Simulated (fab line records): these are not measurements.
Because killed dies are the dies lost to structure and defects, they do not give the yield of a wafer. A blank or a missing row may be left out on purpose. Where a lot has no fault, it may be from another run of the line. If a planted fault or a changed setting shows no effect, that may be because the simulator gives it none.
One fault through the eyes of 2 desks	flow gf180mcu	what lay behind the numbers comes last; until then each desk has only its own

== AT THE METROLOGY DESK ==
What the gauges read for every lot (on any tool): the sampled wafers with a number, averaged. Any lot whose mean is over 4 standard deviations away from the usual mean is out of limits and marked OUT; that distance is given in the brackets.
Columns: A = V5_OVL at GF_V5_OVL_MEAS_15, usual 1 nm
lot	first seen here	A
L619	day 27 22:10	-7
L620	day 28 07:44	6
L622	day 28 23:19	4
L623	day 29 05:19	4
L625	day 29 19:27	5
L626	day 29 23:03	-1
L630	day 31 05:28	2
L633	day 32 00:55	6
L634	day 32 04:17	-0
L635	day 32 11:59	4
L636	day 32 15:47	-1
L638	day 33 03:09	1
L639	day 33 07:11	7
This desk found nothing out of limits on any of the 13 lots.

== DESK OF THE TOOL OWNER: cvd-w-02 ==
The tool's own readings at GF_V1_CVD_23 (deposits W, target thk 350 nm, time 105.05 s): means of the sampled wafers that have a number, for each lot that ran on this tool. Any lot whose mean is over 4 standard deviations away from the usual mean is out of limits and marked OUT; that distance is given in the brackets.
Columns: A = heater-power-outer-w at GF_V1_CVD_23, usual 480 W; B = heater-power-w at GF_V1_CVD_23, usual 798 W
lot	first seen here	A	B
L619	day 19 00:46	471	787
L622	day 20 08:35	481	793
L623	day 20 16:57	507	805
L625	day 21 07:57	465	785
L626	day 21 13:20	483	790
L634	day 24 09:56	484	800
L636	day 25 00:13	490	803
L638	day 25 18:07	467	781
L639	day 25 22:25	480	802
This desk found nothing out of limits on any of the 9 lots.

== TAKEN TOGETHER ==
Nothing out of limits was seen by the metrology desk.
Nothing out of limits was seen by the tool owner's desk.

== WHAT WAS PUT IN BY THE SIMULATOR ==
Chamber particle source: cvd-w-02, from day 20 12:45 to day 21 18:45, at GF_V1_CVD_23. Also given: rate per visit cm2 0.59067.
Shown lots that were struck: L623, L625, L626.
